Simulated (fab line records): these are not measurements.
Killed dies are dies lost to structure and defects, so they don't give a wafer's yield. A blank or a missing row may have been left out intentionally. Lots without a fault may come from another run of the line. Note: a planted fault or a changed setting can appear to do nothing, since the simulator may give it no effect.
fab line records ; flow sfq_line
record lots=14; wafers=42; last_day=81
route steps=325 shown I0@44 I1@84 M4@158
lots with no fault: from the same line, run without faults
start_h: hours from the record's first day to the start of the lot's first wafer shown ; wait_h: how many hours have passed since the lot's step before this one ; " unchanged from the row above ; L1.1+2: a single row standing in for several wafers ; - no value present, or no start provided ; * or withheld: withheld ; < > ~ a bound
route shown NAME@n: a module of which the file shows steps, and the number in the route of the first ; usual: mean and standard deviation over wafers with no fault ; same: alike in all rows ; chamber/n: place in a boat ; sites: per-site readings ; _std_site: their standard deviation ; _edge_site: the outer-site mean with the inner-site mean subtracted ; radius_mm: how far each site lies from the wafer's centre ; mask NAME#n: copy n ; behind: the tool/chamber that last shaped the wafer ; hold: what put the lot on hold/how long, in hours/how the hold closed ; device: transistor that didn't switch, given as n, p or np ; end of line: the route-end tests of the same wafers ; for a step that has no rows: nothing shown but its recipe ; killed: the dies lost at the first sort to structure and to defects; this is not the yield of the wafer ; map: a wafer's dies, marking killed ones x, the rest . and places with no die _
set.NAME: the setting that was run; set.NAME@STEP: the one run at that earlier step ; model.NAME: the simulator's own value behind a step, which no gauge read
route steps across a sampled set of lots; one table per step, one row per wafer
services: a tool's chamber out of use, with start hour (start_h, from the record's first day; less than 0 if before it), hours out, and reason
## steps
# step SFQ_TRILAYER_I0_CMP_CMP_028
# recipe material=SiO2; down_force_psi=3; platen_rpm=60; pad_velocity_m_s=0.94248
# usual motor_current_A=10.1/1.2; platen_rpm=60.00/0.041; time_to_endpoint_s=217/7.9
lot.wafer;tool;chamber;start_h;wait_h;motor_current_A;platen_rpm;time_to_endpoint_s
L783.4;cmp-02;0;281.65;3.4;11.2;60.01;210
L783.3;cmp-02;2;282.65;4.5;9.6;59.96;222
L783.5;cmp-02;3;282.65;4.5;7.9;59.92;214
L784.4;cmp-02;3;301.58;11.4;7.6;60.00;223
L784.3;cmp-02;1;302.58;12.4;10.5;60.03;218
L784.6;cmp-02;3;303.58;13.4;8.0;59.98;226
L785.4;cmp-02;1;304.58;10.0;10.9;59.93;221
L785.2;cmp-02;2;304.58;10.0;10.3;60.00;217
L785.1;cmp-02;3;304.58;10.0;7.8;60.00;215
L787.2;cmp-02;1;320.58;5.4;11.7;66.05;195
L787.6;cmp-02;3;321.58;6.4;7.7;59.99;219
L787.5;cmp-02;0;321.58;6.4;10.9;59.97;212
L788.1;cmp-02;1;325.58;2.0;11.4;66.04;199
L788.2;cmp-02;0;327.08;3.5;11.1;59.99;210
L788.5;cmp-02;2;328.08;4.5;10.1;59.96;227
L791.1;cmp-01;1;348.71;5.6;9.6;60.05;204
L791.3;cmp-01;2;348.71;5.6;10.7;59.96;209
L791.5;cmp-01;0;350.21;7.0;9.7;60.04;237
L798.4;cmp-01;0;402.49;1.0;9.9;60.01;228
L798.6;cmp-01;2;403.49;2.0;10.8;60.07;217
L798.5;cmp-01;3;403.49;2.0;10.9;60.02;219
L799.1;cmp-02;2;423.17;3.7;10.1;60.03;212
L799.4;cmp-02;1;424.67;5.1;11.4;60.01;205
L799.5;cmp-02;2;424.67;5.1;9.8;60.05;215
L800.4;cmp-02;0;429.17;3.6;11.0;59.97;209
L800.2;cmp-02;1;429.17;3.6;11.2;60.05;212
L800.1;cmp-02;2;429.17;3.6;9.9;59.92;213
L801.3;cmp-02;3;441.61;6.5;7.7;60.02;211
L801.2;cmp-02;2;443.11;8.0;9.8;60.09;213
L801.5;cmp-02;3;443.11;8.0;7.4;60.05;217
L802.3;cmp-01;3;446.47;0.6;10.7;59.97;223
L802.2;cmp-01;1;447.55;1.7;9.7;59.98;214
L802.5;cmp-01;3;448.62;2.7;10.2;60.07;224
L803.4;cmp-01;3;455.95;1.0;10.9;59.95;226
L803.3;cmp-01;1;456.95;2.0;10.0;60.05;214
L803.5;cmp-01;0;458.45;3.5;10.5;59.95;233
L804.3;cmp-02;0;461.07;1.0;11.2;60.00;214
L804.6;cmp-02;2;462.07;2.0;9.7;60.02;221
L804.5;cmp-02;3;462.07;2.0;7.8;60.00;220
L805.3;cmp-02;3;469.67;1.2;7.9;59.99;219
L805.2;cmp-02;0;469.67;1.2;10.2;60.01;215
L805.6;cmp-02;2;471.17;2.7;9.9;60.00;225
# step SFQ_TRILAYER_I1_VIA_BARC_OPEN_VIA_ETCH_071
# recipe mask_material=PR; chemistry=O2; target_depth_nm=125; target=BARC; source_w=500; bias_w=80; pressure_mtorr=30; time_s=41.7
# usual drypump_motor_current_A=5.6/0.55; oes_product_au=0.684/0.0043
lot.wafer;tool;chamber;start_h;wait_h;drypump_motor_current_A;oes_product_au;rf_hours_counter_h
L783.3;rie_diel-01;1;560.73;0.0;6.0;0.681;85
L783.4;rie_diel-01;2;560.73;0.0;5.5;0.692;51
L783.5;rie_diel-01;3;560.73;0.0;4.8;0.686;-
L784.3;rie_diel-01;0;585.58;0.0;4.8;0.685;1
L784.4;rie_diel-01;3;585.58;0.0;4.8;0.679;-
L784.6;rie_diel-01;0;585.58;0.0;4.8;0.689;-
L785.1;rie_diel-02;0;586.78;0.0;5.9;0.683;59
L785.2;rie_diel-02;1;586.78;0.0;6.4;0.679;28
L785.4;rie_diel-02;3;586.78;0.0;5.4;0.686;4
L787.2;rie_diel-01;0;602.38;0.0;4.8;0.685;1
L787.5;rie_diel-01;2;602.38;0.0;5.5;0.683;-
L787.6;rie_diel-01;0;602.38;0.0;4.8;0.685;-
L788.1;rie_diel-01;1;623.69;0.0;5.9;0.685;0
L788.2;rie_diel-01;3;623.69;0.0;4.8;0.688;16
L788.5;rie_diel-01;3;623.69;0.0;4.8;0.687;-
L791.1;rie_diel-02;1;654.36;0.0;6.4;0.676;29
L791.3;rie_diel-02;0;654.36;0.0;5.9;0.674;60
L791.5;rie_diel-02;3;654.36;0.0;5.4;0.688;-
L798.4;rie_diel-04;1;693.40;0.0;5.3;0.680;3
L798.5;rie_diel-04;0;693.40;0.0;6.2;0.693;-
L798.6;rie_diel-04;1;693.40;0.0;5.2;0.678;-
L799.1;rie_diel-04;1;703.04;0.0;5.3;0.688;4
L799.4;rie_diel-04;0;703.04;0.0;6.2;0.680;-
L799.5;rie_diel-04;3;703.04;0.0;6.4;0.685;-
L800.1;rie_diel-01;2;860.01;0.0;5.5;0.680;1
L800.2;rie_diel-01;1;860.01;0.0;5.9;0.691;5
L800.4;rie_diel-01;0;860.01;0.0;4.8;0.690;6
L801.2;rie_diel-02;2;862.41;0.0;5.5;0.681;5
L801.3;rie_diel-02;3;862.41;0.0;5.4;0.689;8
L801.5;rie_diel-02;0;862.41;0.0;5.9;0.688;-
L802.2;rie_diel-04;1;868.41;0.0;5.3;0.692;7
L802.3;rie_diel-04;3;868.41;0.0;6.4;0.690;2
L802.5;rie_diel-04;2;868.41;0.0;5.5;0.679;-
L803.3;rie_diel-02;2;875.61;0.0;5.5;0.683;6
L803.4;rie_diel-02;2;875.61;0.0;5.5;0.687;-
L803.5;rie_diel-02;3;875.61;0.0;5.4;0.686;-
L804.3;rie_diel-01;3;887.89;0.0;4.8;0.689;21
L804.5;rie_diel-01;3;887.89;0.0;4.8;0.681;-
L804.6;rie_diel-01;2;887.89;0.0;5.5;0.683;-
L805.2;rie_diel-01;0;907.91;0.0;4.8;0.680;7
L805.3;rie_diel-01;3;907.91;0.0;4.8;0.691;21
L805.6;rie_diel-01;3;907.91;0.0;4.8;0.678;-
# step SFQ_M4_OVL_MEAS_926
# usual M4_OVL=-2/4.8
lot.wafer;tool;chamber;start_h;wait_h;M4_OVL[nm]
L783.3;overlay-02;-;1137.24;0.1;-5
L783.4;overlay-02;-;1137.24;0.1;-5
L783.5;overlay-02;-;1137.24;0.1;-7
L784.3;overlay-01;-;1139.64;0.1;1
L784.4;overlay-01;-;1139.64;0.1;-4
L784.6;overlay-01;-;1139.64;0.1;-5
L785.1;overlay-02;-;1140.82;0.1;-5
L785.2;overlay-02;-;1140.82;0.1;-6
L785.4;overlay-02;-;1140.82;0.1;-7
L787.2;overlay-01;-;1154.03;0.1;6
L787.5;overlay-01;-;1154.03;0.1;-2
L787.6;overlay-01;-;1154.03;0.1;7
L788.1;overlay-02;-;1163.62;0.1;-2
L788.2;overlay-02;-;1163.62;0.1;4
L788.5;overlay-02;-;1163.62;0.1;-12
L791.1;overlay-02;-;1188.82;0.1;-2
L791.3;overlay-02;-;1188.82;0.1;-5
L791.5;overlay-02;-;1188.82;0.1;-5
L798.4;overlay-01;-;1233.14;0.1;-9
L798.5;overlay-01;-;1233.14;0.1;-10
L798.6;overlay-01;-;1233.14;0.1;-6
L799.1;overlay-01;-;1242.73;0.1;-5
L799.4;overlay-01;-;1242.73;0.1;-1
L799.5;overlay-01;-;1242.73;0.1;4
L800.1;overlay-02;-;1246.33;0.1;-2
L800.2;overlay-02;-;1246.33;0.1;5
L800.4;overlay-02;-;1246.33;0.1;8
L801.2;overlay-02;-;1255.59;0.1;3
L801.3;overlay-02;-;1255.59;0.1;-3
L801.5;overlay-02;-;1255.59;0.1;1
L802.2;overlay-02;-;1260.51;0.1;-3
L802.3;overlay-02;-;1260.51;0.1;1
L802.5;overlay-02;-;1260.51;0.1;-1
L803.3;overlay-01;-;1298.75;0.1;-5
L803.4;overlay-01;-;1298.75;0.1;2
L803.5;overlay-01;-;1298.75;0.1;1
L804.3;overlay-02;-;1314.35;0.1;-9
L804.5;overlay-02;-;1314.35;0.1;-8
L804.6;overlay-02;-;1314.35;0.1;-6
L805.2;overlay-01;-;1323.94;0.1;-9
L805.3;overlay-01;-;1323.94;0.1;1
L805.6;overlay-01;-;1323.94;0.1;-3
# step SFQ_TRILAYER_M4_STRIP_STRIP_097
# recipe gas=O2; power_w=200; platen_temp_c=40; overash_fraction=0.65; chemistry=O2; pressure_mtorr=50
# usual drypump_motor_current_A=6.0/0.38; oes_product_au=1.001/0.01; platen_temp_c=40.02/0.11
lot.wafer;tool;chamber;start_h;wait_h;drypump_motor_current_A;oes_product_au;platen_temp_c;rf_hours_counter_h
L783.3;rie_metal-02;0;1137.65;0.2;6.4;0.995;40.07;-
L783.4;rie_metal-02;1;1137.65;0.2;6.2;0.988;40.11;-
L783.5;rie_metal-02;0;1137.65;0.2;6.4;0.987;40.05;-
L784.3;rie_metal-03;1;1140.05;0.2;6.3;0.996;39.91;-
L784.4;rie_metal-03;0;1140.05;0.2;5.7;1.008;40.08;-
L784.6;rie_metal-03;1;1140.05;0.2;6.3;0.990;39.95;-
L785.1;rie_metal-02;1;1141.05;0.1;6.2;0.994;39.85;147
L785.2;rie_metal-02;0;1141.05;0.1;6.3;0.996;39.90;51
L785.4;rie_metal-02;0;1141.05;0.1;6.3;0.992;39.88;-
L787.2;rie_metal-04;1;1154.25;0.1;5.8;1.010;39.95;3
L787.5;rie_metal-04;0;1154.25;0.1;5.2;1.007;39.95;-
L787.6;rie_metal-04;1;1154.25;0.1;5.8;1.016;40.02;-
L788.1;rie_metal-04;0;1163.85;0.1;5.2;1.010;39.89;91
L788.2;rie_metal-04;1;1163.85;0.1;5.8;1.010;39.97;4
L788.5;rie_metal-04;0;1163.85;0.1;5.3;1.010;39.90;-
L791.1;rie_metal-03;1;1189.05;0.1;6.3;0.990;39.98;140
L791.3;rie_metal-03;0;1189.05;0.1;5.7;1.008;40.21;-
L791.5;rie_metal-03;0;1189.05;0.1;5.7;1.009;40.10;-
L798.4;rie_metal-03;0;1234.13;0.7;5.7;1.001;40.23;-
L798.5;rie_metal-03;0;1234.13;0.7;5.7;1.011;40.10;-
L798.6;rie_metal-03;0;1234.13;0.7;5.7;1.011;40.17;-
L799.1;rie_metal-03;0;1242.95;0.1;5.7;0.994;39.88;15
L799.4;rie_metal-03;1;1242.95;0.1;6.3;1.005;40.08;-
L799.5;rie_metal-03;1;1242.95;0.1;6.3;1.000;39.95;-
L800.1;rie_metal-02;0;1246.73;0.2;6.4;0.992;40.10;70
L800.2;rie_metal-02;0;1246.73;0.2;6.4;0.997;40.08;-
L800.4;rie_metal-02;0;1246.73;0.2;6.4;0.994;40.05;-
L801.2;rie_metal-02;0;1256.19;0.4;6.3;0.997;40.02;-
L801.3;rie_metal-02;0;1256.19;0.4;6.4;0.997;40.00;-
L801.5;rie_metal-02;0;1256.19;0.4;6.4;0.991;39.97;-
L802.2;rie_metal-03;1;1260.73;0.1;6.3;1.002;40.19;4
L802.3;rie_metal-03;1;1260.73;0.1;6.3;0.994;40.14;-
L802.5;rie_metal-03;1;1260.73;0.1;6.3;1.007;40.05;-
L803.3;rie_metal-02;1;1299.16;0.2;6.2;1.005;39.97;-
L803.4;rie_metal-02;0;1299.16;0.2;6.4;1.004;39.85;-
L803.5;rie_metal-02;0;1299.16;0.2;6.4;1.000;40.05;-
L804.3;rie_metal-02;1;1314.76;0.2;6.2;0.990;40.11;-
L804.5;rie_metal-02;0;1314.76;0.2;6.4;0.998;40.03;-
L804.6;rie_metal-02;1;1314.76;0.2;6.2;1.000;39.99;-
L805.2;rie_metal-04;1;1324.16;0.1;5.8;1.009;39.82;28
L805.3;rie_metal-04;1;1324.16;0.1;5.8;1.003;39.89;-
L805.6;rie_metal-04;0;1324.16;0.1;5.2;1.009;39.82;-
## services
tool;chamber;start_h;hours;kind
cmp-02;-;270.23;4.9;repair
cmp-02;-;296.15;5.4;pm
cmp-02;-;373.75;1.9;repair
cmp-02;-;435.17;3.4;pm
cmp-02;-;488.53;7.5;pm
cmp-02;-;553.15;1.4;repair
cmp-02;-;576.12;4.0;pm
cmp-02;-;607.46;3.4;repair
cmp-02;-;615.62;0.4;repair
cmp-02;-;681.93;0.4;repair
cmp-02;-;700.57;0.3;repair
cmp-02;-;766.31;1.0;repair
cmp-02;-;782.20;10.3;repair
cmp-02;-;802.83;2.3;pm
cmp-02;-;918.82;4.0;pm
cmp-02;-;934.41;0.2;repair
cmp-02;-;949.82;4.9;pm
cmp-02;-;958.93;3.1;repair
cmp-02;-;977.72;2.6;repair
cmp-02;-;987.39;0.8;repair
cmp-02;-;1001.59;5.1;repair
cmp-02;-;1045.72;13.3;pm
cmp-02;-;1098.40;1.4;repair
cmp-02;-;1260.44;4.0;pm
## key
first_sign step=SFQ_TRILAYER_I0_CMP_CMP_028; reading=platen_rpm; direction=up; sigmas=99+; usual=60.00; struck=66.04
effect none on later readings
met_at SFQ_TRILAYER_I0_CMP_CMP_028
struck_lots L787,L788
struck_wafers L787.2,L788.1
not_acting_at SFQ_TRILAYER_I1_VIA_BARC_OPEN_VIA_ETCH_071,SFQ_M4_OVL_MEAS_926,SFQ_TRILAYER_M4_STRIP_STRIP_097
fault kind=process_parameter_drift; tool=cmp-02; chamber=1; onset_h=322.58; steps=SFQ_TRILAYER_I0_CMP_CMP_028; channel=platen_rpm; offset=6; shape=step; end_h=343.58; acts_in=these_recipes_only; stated=60
